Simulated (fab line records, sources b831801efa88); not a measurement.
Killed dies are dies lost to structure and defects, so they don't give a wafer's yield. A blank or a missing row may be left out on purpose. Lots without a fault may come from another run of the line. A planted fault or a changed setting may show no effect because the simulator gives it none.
fab line records | flow gf180mcu | part 2 of 2: steps 25 to 33 of 33
record lots=5 wafers=15 last_day=33
route steps=602 shown VT_IMPLANT@103
lots that met no fault: from a run of the same line without faults
start_h: hours from the record's first day to the start of the lot's first wafer shown | wait_h: hours since the lot's step before | " the same as in the row above | L1.1+2: a row that stands for several wafers | - no value, or no start given | * or withheld: withheld | < > ~ a bound
route shown NAME@n: a module of which the file shows steps, and the number in the route of the first | usual: mean/standard deviation of fault-free wafers | same: alike in all rows | chamber/n: place in a boat | sites: the reading at each site | _std_site: their standard deviation | _edge_site: outer sites' mean less inner sites' | radius_mm: how far each site lies from the wafer's centre | mask NAME#n: copy n | behind: the tool/chamber that last shaped the wafer | hold: why the lot was held/for how many hours/how that ended | device: the transistor (n, p or np) that didn't switch | end of line: the same wafers' tests at the end of the route | a step without rows: its recipe alone | killed: dies lost to structure and defects at the first sort, not the wafer's yield | map: a wafer's dies, x killed, . not, _ none there
set.NAME: the setting as run; set.NAME@STEP: as run at that earlier step | model.NAME: the simulator's own value behind a step, which no gauge read
lots at some steps of the route; a table a step, a row a wafer
services: from which hour (start_h, from the record's first day; less than 0 if before it) a tool's chamber was out of use, for how many hours, and why
## steps
# step GF_VT_IMPLANT_EXPOSE_37
# recipe mask_id=Nwell_HV_AREA target_cd_nm=860 na=0.6 source_shape=conventional sigma_outer=0.6 dose_mj=140
# usual focus_offset_nm=-0.1/0.54
# same na=0.6
# columns lot.wafer tool chamber start_h wait_h mask focus_offset_nm
L076.1 iline_stepper-02 0 - - Nwell_HV_AREA#0 -0.1
L076.5 " 0 " " Nwell_HV_AREA#0 -0.1
L076.6 " 0 " " Nwell_HV_AREA#0 0.3
L077.4 iline_stepper-01 0 - - Nwell_HV_AREA#0 -0.7
L077.5 " 0 " " Nwell_HV_AREA#0 -0.7
L077.6 " 0 " " Nwell_HV_AREA#0 -0.4
L082.2 iline_stepper-02 0 - - Nwell_HV_AREA#0 -0.1
L082.4 " 0 " " Nwell_HV_AREA#0 0.3
L082.5 " 0 " " Nwell_HV_AREA#0 -0.1
L091.2 iline_stepper-02 0 - - Nwell_HV_AREA#0 -0.6
L091.3 " 0 " " Nwell_HV_AREA#0 -0.2
L091.6 " 0 " " Nwell_HV_AREA#0 0.3
L092.1 iline_stepper-02 0 - - Nwell_HV_AREA#0 0.0
L092.2 " 0 " " Nwell_HV_AREA#0 -0.9
L092.4 " 0 " " Nwell_HV_AREA#0 -1.1
# step GF_VT_IMPLANT_PEB_38
# recipe temp_c=withheld time_s=* resist=NOVOLAK
# usual chill_plate_temp_C=*
# same time_s=*
# columns lot.wafer tool chamber start_h wait_h chill_plate_temp_C
L076.1 litho_track-03 0 - - *
L076.5 " 0 " " *
L076.6 " 0 " " *
L077.4 litho_track-03 0 - - *
L077.5 " 0 " " *
L077.6 " 0 " " *
L082.2 litho_track-02 0 - - *
L082.4 " 0 " " *
L082.5 " 0 " " *
L091.2 litho_track-03 0 - - *
L091.3 " 0 " " *
L091.6 " 0 " " *
L092.1 litho_track-03 0 - - *
L092.2 " 0 " " *
L092.4 " 0 " " *
# step GF_VT_IMPLANT_DEVELOP_39
# recipe develop_time_s=60 dev_temp_c=23
# usual chill_plate_temp_C=22.98/0.12
# columns lot.wafer tool chamber start_h wait_h chill_plate_temp_C
L076.1 litho_track-03 0 168.73 0.1 23.09
L076.5 " 0 " " 22.90
L076.6 " 0 " " 22.93
L077.4 litho_track-03 0 178.41 0.1 23.09
L077.5 " 0 " " 22.78
L077.6 " 0 " " 23.00
L082.2 litho_track-02 0 214.79 0.1 23.06
L082.4 " 0 " " 23.12
L082.5 " 0 " " 23.07
L091.2 litho_track-03 0 272.75 0.1 23.02
L091.3 " 0 " " 22.87
L091.6 " 0 " " 23.13
L092.1 litho_track-03 0 276.28 0.1 23.02
L092.2 " 0 " " 22.93
L092.4 " 0 " " 23.11
# step GF_VT_IMPLANT_OVL_MEAS_40
# usual VT_IMPLANT_03_OVL=0.9/1.3
# columns lot.wafer tool chamber start_h wait_h VT_IMPLANT_03_OVL[nm]
L076.1 overlay-01 - 168.88 0.1 2.3
L076.5 " - " " 1.8
L076.6 " - " " 1.2
L077.4 overlay-02 - 178.50 0.1 -0.3
L077.5 " - " " 0.8
L077.6 " - " " 1.3
L082.2 overlay-02 - 214.92 0.1 0.0
L082.4 " - " " 2.2
L082.5 " - " " 2.5
L091.2 overlay-01 - 272.89 0.1 2.0
L091.3 " - " " 1.8
L091.6 " - " " -1.8
L092.1 overlay-02 - 276.45 0.1 1.7
L092.2 " - " " -0.7
L092.4 " - " " 2.4
# step GF_VT_IMPLANT_IMPLANT_41
# recipe species=As energy_kev=70 dose_cm2=1.013e+12 tilt_deg=7
# columns lot.wafer tool chamber start_h wait_h
L076.1+5+6 implanter-03 0 168.92 0.0
L077.4+5+6 implanter-03 0 178.59 0.1
L082.2+4+5 implanter-04 0 214.97 0.0
L091.2+3+6 implanter-04 0 272.94 0.0
L092.1+2+4 implanter-01 0 276.48 0.0
# step GF_VT_IMPLANT_STRIP_42
# recipe chemistry=O2/N2 power_w=1400 pressure_mtorr=1500 platen_temp_c=250 o2_flow_sccm=3000 n2_flow_sccm=300 overash_fraction=0.5
# usual drypump_motor_current_A=5.5/0.38 heater_power_w=325/37 n2_flow_sccm=300.1/0.86 oes_product_au=0.716/0.0045 strip_time_to_endpoint_s=12.64/0.031
# columns lot.wafer tool chamber start_h wait_h drypump_motor_current_A heater_power_w n2_flow_sccm oes_product_au rf_hours_counter_h strip_time_to_endpoint_s
L076.1 plasma_asher-01 0 169.07 0.1 5.0 269 300.0 0.711 53 12.57
L076.5 " 1 " " 6.1 307 301.1 0.715 - 12.60
L076.6 " 0 " " 5.0 280 300.1 0.713 - 12.60
L077.4 plasma_asher-03 1 178.70 0.1 5.7 308 300.0 0.721 - 12.62
L077.5 " 1 " " 5.7 308 300.0 0.712 - 12.65
L077.6 " 0 " " 5.4 353 298.6 0.715 - 12.66
L082.2 plasma_asher-02 1 215.10 0.1 5.2 358 300.3 0.716 43 12.67
L082.4 " 1 " " 5.2 365 299.8 0.708 - 12.68
L082.5 " 1 " " 5.2 358 297.9 0.731 - 12.64
L091.2 plasma_asher-01 1 273.07 0.1 6.1 298 301.1 0.717 64 12.61
L091.3 " 0 " " 5.0 277 299.3 0.716 - 12.59
L091.6 " 1 " " 6.1 305 302.0 0.720 - 12.60
L092.1 plasma_asher-02 1 276.63 0.1 5.2 355 300.0 0.716 50 12.62
L092.2 " 0 " " 5.6 366 300.0 0.722 50 12.68
L092.4 " 0 " " 5.5 369 300.2 0.714 - 12.64
# step GF_VT_IMPLANT_TW_MEAS_43
# usual VT_IMPLANT_4_TW=688/5.3
# columns lot.wafer tool chamber start_h wait_h VT_IMPLANT_4_TW
L076.1 film_metro-02 - 169.17 0.1 691
L076.5 " - " " 686
L076.6 " - " " 685
L077.4 film_metro-02 - 178.80 0.1 689
L077.5 " - " " 691
L077.6 " - " " 687
L082.2 film_metro-03 - 215.21 0.1 691
L082.4 " - " " 693
L082.5 " - " " 693
L091.2 film_metro-03 - 273.18 0.1 690
L091.3 " - " " 690
L091.6 " - " " 692
L092.1 film_metro-02 - 276.73 0.1 693
L092.2 " - " " 694
L092.4 " - " " 690
# step GF_VT_IMPLANT_CLEAN_44
# recipe chemistry=SC1/SC2 mix=1:4:20 temp_c=70 time_s=150 dry=n2_spin
# usual bath_heat_duty_pct=13.7/1.4
# same time_s=150
# columns lot.wafer tool chamber start_h wait_h bath_heat_duty_pct
L076.1 wet_bench-02 3 169.23 0.1 12.8
L076.5 " 3 " " 13.5
L076.6 " 3 " " 12.0
L077.4 wet_bench-02 0 178.83 0.0 14.8
L077.5 " 0 " " 14.7
L077.6 " 0 " " 13.5
L082.2 wet_bench-03 3 215.26 0.0 13.7
L082.4 " 3 " " 14.6
L082.5 " 3 " " 16.2
L091.2 wet_bench-02 1 273.23 0.0 13.2
L091.3 " 1 " " 12.3
L091.6 " 1 " " 11.1
L092.1 wet_bench-04 1 276.79 0.1 14.9
L092.2 " 1 " " 15.1
L092.4 " 1 " " 15.7
# step GF_VT_IMPLANT_RTA_45
# recipe temp_c=1050 time_s=30 ambient=N2
# usual anneal_temp_c_max=1054.8/1.1 lamp_power_pct=32.2/2.2 wafer_temp_C_max=1054.7/2.2
# same time_s=30
# columns lot.wafer tool chamber start_h wait_h anneal_temp_c_max lamp_power_pct wafer_temp_C_max
L076.1 rtp_anneal-02 0 169.28 0.0 1054.7 30.9 1053.7
L076.5 " 0 " " 1055.0 30.9 1052.9
L076.6 " 0 " " 1053.9 30.9 1052.8
L077.4 rtp_anneal-02 0 178.93 0.1 1053.9 30.9 1052.4
L077.5 " 0 " " 1054.3 30.9 1053.2
L077.6 " 0 " " 1055.5 30.8 1055.7
L082.2 rtp_anneal-02 0 215.35 0.0 1054.8 30.8 1054.8
L082.4 " 0 " " 1053.9 30.9 1053.2
L082.5 " 0 " " 1053.9 30.8 1053.1
L091.2 rtp_anneal-02 0 273.29 0.0 1055.3 30.9 1053.0
L091.3 " 0 " " 1053.8 30.9 1052.9
L091.6 " 0 " " 1053.3 30.9 1053.0
L092.1 rtp_anneal-02 0 276.84 0.0 1054.4 30.9 1052.7
L092.2 " 0 " " 1055.1 30.9 1053.0
L092.4 " 0 " " 1054.2 30.9 1053.9
## services
# columns tool chamber start_h hours kind
implanter-01 - 108.70 4.2 pm
plasma_asher-03 - 108.80 9.0 pm
iline_stepper-02 - 112.93 1.7 pm
plasma_asher-03 - 118.79 15.6 pm
implanter-03 - 119.41 0.9 repair
implanter-04 - 120.43 4.3 pm
wet_bench-04 - 127.26 1.4 repair
iline_stepper-01 - 132.76 1.7 pm
plasma_asher-01 - 148.85 8.4 repair
iline_stepper-01 - 152.91 9.7 repair
litho_track-02 - 190.66 - consumable_replace:filter
implanter-01 - 198.05 2.0 repair
implanter-01 - 199.06 1.2 repair
plasma_asher-02 - 200.34 13.9 repair
plasma_asher-03 - 200.73 4.5 repair
implanter-03 - 210.55 1.7 repair
wet_bench-03 - 210.63 2.5 repair
implanter-01 - 214.54 1.1 repair
implanter-03 - 231.37 4.6 repair
iline_stepper-01 - 242.46 2.1 pm
implanter-04 - 246.79 4.2 pm
plasma_asher-01 - 247.56 0.7 repair
implanter-01 - 267.59 1.1 repair
wet_bench-04 - 269.23 4.9 repair
